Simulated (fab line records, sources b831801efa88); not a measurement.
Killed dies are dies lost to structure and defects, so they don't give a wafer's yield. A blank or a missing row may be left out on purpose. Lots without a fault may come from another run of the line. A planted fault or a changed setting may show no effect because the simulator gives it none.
Which tool did it? | flow gf180mcu | 12 lots, 36 wafers sampled, at 3 steps of a route of 602

WHAT THE GAUGES READ, wafer by wafer
GF_CONTACT_RS_MEAS_25: measures by four-point-probe.
lot  | measured     | on            | CONTACT_W_RS (ohm/sq)
L075 | day 15 13:11 | film_metro-02 | 0.382 0.390 0.377
L077 | day 16 09:17 | film_metro-03 | 0.387 0.390 0.393
L079 | day 17 00:23 | film_metro-03 | 0.388 0.386 0.375
L081 | day 19 23:21 | film_metro-04 | 0.389 0.392 0.391
L084 | day 20 03:16 | film_metro-03 | 0.391 0.390 0.388
L085 | day 20 08:39 | film_metro-02 | 0.376 0.378 0.376
L087 | day 20 23:55 | film_metro-02 | 0.374 0.382 0.373
L089 | day 21 23:52 | film_metro-02 | 0.377 0.375 0.376
L091 | day 22 18:31 | film_metro-03 | 0.380 0.383 0.381
L094 | day 23 21:13 | film_metro-03 | 0.374 0.372 0.373
L095 | day 24 06:20 | film_metro-04 | 0.382 0.386 0.389
L096 | day 24 19:13 | film_metro-04 | 0.379 0.381 0.368

WHICH TOOL RAN EACH LOT (tool, then ch and the chambers of the sampled wafers, then the start)
lot  | GF_HV_LDD_STRIP_22                   | GF_CONTACT_STRIP_18
L075 | plasma_asher-03 ch 0,1, day 10 07:35 | plasma_asher-02 ch 0,1, day 15 12:40
L077 | plasma_asher-03 ch 0,1, day 10 23:33 | plasma_asher-02 ch 0,1, day 16 08:45
L079 | plasma_asher-03 ch 0,1, day 11 14:39 | plasma_asher-03 ch 0,1, day 16 23:52
L081 | plasma_asher-03 ch 0,1, day 14 00:17 | plasma_asher-02 ch 0,1, day 19 22:51
L084 | plasma_asher-03 ch 0,1, day 14 04:16 | plasma_asher-03 ch 0,1, day 20 02:39
L085 | plasma_asher-04 ch 0,1, day 14 08:05 | plasma_asher-04 ch 0,1, day 20 08:09
L087 | plasma_asher-04 ch 0,1, day 14 20:44 | plasma_asher-03 ch 0,1, day 20 23:25
L089 | plasma_asher-02 ch 0,1, day 15 17:19 | plasma_asher-02 ch 0,1, day 21 23:21
L091 | plasma_asher-03 ch 0,1, day 16 12:38 | plasma_asher-03 ch 0,1, day 22 17:54
L094 | plasma_asher-02 ch 0,1, day 17 15:25 | plasma_asher-02 ch 0,1, day 23 20:42
L095 | plasma_asher-04 ch 0,1, day 18 00:14 | plasma_asher-03 ch 0,1, day 24 05:48
L096 | plasma_asher-02 ch 0,1, day 18 14:20 | plasma_asher-04 ch 0,1, day 24 18:42
- GF_HV_LDD_STRIP_22: strips in O2/N2.
- GF_CONTACT_STRIP_18: strips in O2/N2.

THE ANSWER, worked out from the rows above alone
Rule: what is usual is taken from the lots themselves. Put in order of their means at a reading, lots are off if they are a third of the lots or fewer, leave a main group of 4 or more, and stand apart from it by a gap of 3 or more times the standard deviation of the main group's means; of several such gaps the widest counts. A main group whose means are all the same, to the digits that the tables above print for the reading, isn't used. A lot without any number at a reading at which 4 lots or more have one is off too. The other lots that the step has rows for count as sound.
No lot is off at any reading shown: from this, nothing can be told.

WHAT THE SIMULATOR HAD PUT IN
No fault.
